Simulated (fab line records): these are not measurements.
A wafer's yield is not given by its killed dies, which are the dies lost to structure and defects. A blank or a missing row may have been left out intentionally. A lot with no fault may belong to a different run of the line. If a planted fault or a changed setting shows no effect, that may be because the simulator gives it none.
Which tool is to blame? / flow gf180mcu / 14 lots, 42 wafers sampled, at 4 steps of a route of 602

WHAT THE GAUGES SHOWED, per wafer
GF_TOP_METAL_THK_MEAS_06: measures by xrf. Usual: for TOP_METAL_ALCU_THK the level is 893 nm and the standard deviation is 9.7.
lot=L310; measured=day 27 06:49; on=filmMetro-02; TOP_METAL_ALCU_THK (nm)=892 894 907; flag=
lot=L311; measured=day 27 15:10; on=filmMetro-02; TOP_METAL_ALCU_THK (nm)=915 905 918; flag=
lot=L315; measured=day 29 06:49; on=filmMetro-02; TOP_METAL_ALCU_THK (nm)=895 892 905; flag=
lot=L314; measured=day 29 10:29; on=filmMetro-03; TOP_METAL_ALCU_THK (nm)=896 884 883; flag=
lot=L317; measured=day 29 17:28; on=filmMetro-02; TOP_METAL_ALCU_THK (nm)=879 880 888; flag=
lot=L316; measured=day 29 18:26; on=filmMetro-01; TOP_METAL_ALCU_THK (nm)=899 886 881; flag=
lot=L318; measured=day 30 00:11; on=filmMetro-01; TOP_METAL_ALCU_THK (nm)=909 888 902; flag=
lot=L319; measured=day 30 10:20; on=filmMetro-02; TOP_METAL_ALCU_THK (nm)=885 893 875; flag=
lot=L322; measured=day 31 06:34; on=filmMetro-01; TOP_METAL_ALCU_THK (nm)=910 904 908; flag=
lot=L323; measured=day 31 07:26; on=filmMetro-03; TOP_METAL_ALCU_THK (nm)=884 882 883; flag=
lot=L328; measured=day 32 17:32; on=filmMetro-02; TOP_METAL_ALCU_THK (nm)=887 895 890; flag=
lot=L329; measured=day 32 20:08; on=filmMetro-02; TOP_METAL_ALCU_THK (nm)=886 871 877; flag=
lot=L331; measured=day 33 07:17; on=filmMetro-03; TOP_METAL_ALCU_THK (nm)=895 894 897; flag=
lot=L332; measured=day 33 14:09; on=filmMetro-02; TOP_METAL_ALCU_THK (nm)=891 890 889; flag=

GF_TOP_METAL_OVL_MEAS_15. Usual: for TOP_METAL_OVL the level is 0.7 nm and the standard deviation is 1.2.
lot=L310; measured=day 28 01:50; on=overlay-02; TOP_METAL_OVL (nm)=-0.2 0.4 2.1; flag=
lot=L311; measured=day 28 10:50; on=overlay-02; TOP_METAL_OVL (nm)=1.0 0.5 0.7; flag=
lot=L315; measured=day 30 00:59; on=overlay-01; TOP_METAL_OVL (nm)=-0.8 0.5 0.6; flag=
lot=L314; measured=day 30 04:59; on=overlay-02; TOP_METAL_OVL (nm)=0.7 0.1 2.6; flag=
lot=L317; measured=day 30 12:09; on=overlay-01; TOP_METAL_OVL (nm)=-0.1 0.5 1.6; flag=
lot=L316; measured=day 30 12:35; on=overlay-02; TOP_METAL_OVL (nm)=1.2 1.2 1.6; flag=
lot=L318; measured=day 30 17:53; on=overlay-02; TOP_METAL_OVL (nm)=-0.5 -1.1 -1.9; flag=
lot=L319; measured=day 31 04:20; on=overlay-01; TOP_METAL_OVL (nm)=1.4 -0.3 0.8; flag=
lot=L322; measured=day 31 23:29; on=overlay-02; TOP_METAL_OVL (nm)=1.7 1.4 1.1; flag=
lot=L323; measured=day 32 00:59; on=overlay-01; TOP_METAL_OVL (nm)=2.0 3.0 1.4; flag=
lot=L328; measured=day 33 09:17; on=overlay-02; TOP_METAL_OVL (nm)=1.3 -1.0 1.3; flag=
lot=L329; measured=day 33 11:35; on=overlay-02; TOP_METAL_OVL (nm)=2.3 2.7 0.4; flag=
lot=L331; measured=day 33 22:38; on=overlay-01; TOP_METAL_OVL (nm)=2.4 0.3 2.0; flag=
lot=L332; measured=day 34 05:05; on=overlay-02; TOP_METAL_OVL (nm)=1.7 0.2 2.2; flag=

EACH LOT AND THE TOOL THAT RAN IT (in order: tool; ch and the chambers of the sampled wafers; start)
lot=L310; GF_V4_ETCH_17=rieDiel-03 ch 0,1,2, day 24 12:00; GF_V5_CVD_23=cvdW-02 ch 0,1, day 27 05:53
lot=L311; GF_V4_ETCH_17=rieDiel-01 ch 1,2,3, day 24 20:00; GF_V5_CVD_23=cvdW-01 ch 0,1, day 27 14:14
lot=L315; GF_V4_ETCH_17=rieDiel-01 ch 0,1,3, day 26 14:00; GF_V5_CVD_23=cvdW-02 ch 0,1, day 29 05:53
lot=L314; GF_V4_ETCH_17=rieDiel-02 ch 0,3, day 26 17:00; GF_V5_CVD_23=cvdW-02 ch 1, day 29 09:31
lot=L317; GF_V4_ETCH_17=rieDiel-02 ch 1,2,3, day 27 01:00; GF_V5_CVD_23=cvdW-02 ch 0,1, day 29 16:33
lot=L316; GF_V4_ETCH_17=rieDiel-01 ch 0,1,3, day 27 03:00; GF_V5_CVD_23=cvdW-02 ch 0,1, day 29 17:30
lot=L318; GF_V4_ETCH_17=rieDiel-03 ch 0,2,3, day 27 10:00; GF_V5_CVD_23=cvdW-02 ch 0,1, day 29 23:15
lot=L319; GF_V4_ETCH_17=rieDiel-01 ch 1,2,3, day 27 19:00; GF_V5_CVD_23=cvdW-02 ch 1, day 30 09:18
lot=L322; GF_V4_ETCH_17=rieDiel-01 ch 0,1, day 28 16:00; GF_V5_CVD_23=cvdW-02 ch 0,1, day 31 05:38
lot=L323; GF_V4_ETCH_17=rieDiel-01 ch 0,2, day 28 18:00; GF_V5_CVD_23=cvdW-01 ch 0,1, day 31 06:31
lot=L328; GF_V4_ETCH_17=rieDiel-03 ch 2,3, day 30 07:00; GF_V5_CVD_23=cvdW-02 ch 0,1, day 32 16:31
lot=L329; GF_V4_ETCH_17=rieDiel-02 ch 1,2, day 30 10:00; GF_V5_CVD_23=cvdW-01 ch 0,1, day 32 19:13
lot=L331; GF_V4_ETCH_17=rieDiel-03 ch 1,2, day 30 23:00; GF_V5_CVD_23=cvdW-02 ch 0,1, day 33 06:21
lot=L332; GF_V4_ETCH_17=rieDiel-01 ch 1,2,3, day 31 07:00; GF_V5_CVD_23=cvdW-02 ch 1, day 33 13:07
- GF_V4_ETCH_17: etches SiO2 in C4F8/O2/Ar, stops on TiN, target depth 630 nm.
- GF_V5_CVD_23: deposits W, target thk 350 nm, time 104.9 s.

WHAT THE TOOLS THEMSELVES READ (means of the sampled wafers that have a number; where no wafer has one, the mark that the record gives instead)
GF_V4_ETCH_17. Usual: 0.856 a.u. for oesProductAu, sd 0.0043.
lot=L310; tool=rieDiel-03; oesProductAu (a.u.)=0.858; flag=
lot=L311; tool=rieDiel-01; oesProductAu (a.u.)=0.856; flag=
lot=L315; tool=rieDiel-01; oesProductAu (a.u.)=0.860; flag=
lot=L314; tool=rieDiel-02; oesProductAu (a.u.)=0.855; flag=
lot=L317; tool=rieDiel-02; oesProductAu (a.u.)=0.858; flag=
lot=L316; tool=rieDiel-01; oesProductAu (a.u.)=0.857; flag=
lot=L318; tool=rieDiel-03; oesProductAu (a.u.)=0.851; flag=
lot=L319; tool=rieDiel-01; oesProductAu (a.u.)=0.858; flag=
lot=L322; tool=rieDiel-01; oesProductAu (a.u.)=0.858; flag=
lot=L323; tool=rieDiel-01; oesProductAu (a.u.)=0.857; flag=
lot=L328; tool=rieDiel-03; oesProductAu (a.u.)=0.857; flag=
lot=L329; tool=rieDiel-02; oesProductAu (a.u.)=0.857; flag=
lot=L331; tool=rieDiel-03; oesProductAu (a.u.)=0.852; flag=
lot=L332; tool=rieDiel-01; oesProductAu (a.u.)=0.853; flag=

GF_V5_CVD_23. Usual: 944 W for heaterPowerW, sd 43.
lot=L310; tool=cvdW-02; heaterPowerW (W)=932; flag=
lot=L311; tool=cvdW-01; heaterPowerW (W)=940; flag=
lot=L315; tool=cvdW-02; heaterPowerW (W)=947; flag=
lot=L314; tool=cvdW-02; heaterPowerW (W)=891; flag=
lot=L317; tool=cvdW-02; heaterPowerW (W)=946; flag=
lot=L316; tool=cvdW-02; heaterPowerW (W)=905; flag=
lot=L318; tool=cvdW-02; heaterPowerW (W)=948; flag=
lot=L319; tool=cvdW-02; heaterPowerW (W)=888; flag=
lot=L322; tool=cvdW-02; heaterPowerW (W)=956; flag=
lot=L323; tool=cvdW-01; heaterPowerW (W)=974; flag=
lot=L328; tool=cvdW-02; heaterPowerW (W)=958; flag=
lot=L329; tool=cvdW-01; heaterPowerW (W)=989; flag=
lot=L331; tool=cvdW-02; heaterPowerW (W)=956; flag=
lot=L332; tool=cvdW-02; heaterPowerW (W)=897; flag=

THE ANSWER, worked out from the rows above alone
Rule: lot off if the mean of its wafers having a number is beyond 3 standard deviations from the usual mean. A lot without any number at a reading at which 4 lots or more have one is off too. Where the step has rows for the other lots, those lots are counted as sound. After the gauges, taken in route order, come the tools' own readings; for these a lot's mean is taken, as printed above. The first step at which some lot is off is used, and at that step the reading that is off furthest; a lot without a number counts as furthest.
Across all readings shown, no lot is off: no conclusion can be drawn from this.

WHAT THE SIMULATOR PUT IN
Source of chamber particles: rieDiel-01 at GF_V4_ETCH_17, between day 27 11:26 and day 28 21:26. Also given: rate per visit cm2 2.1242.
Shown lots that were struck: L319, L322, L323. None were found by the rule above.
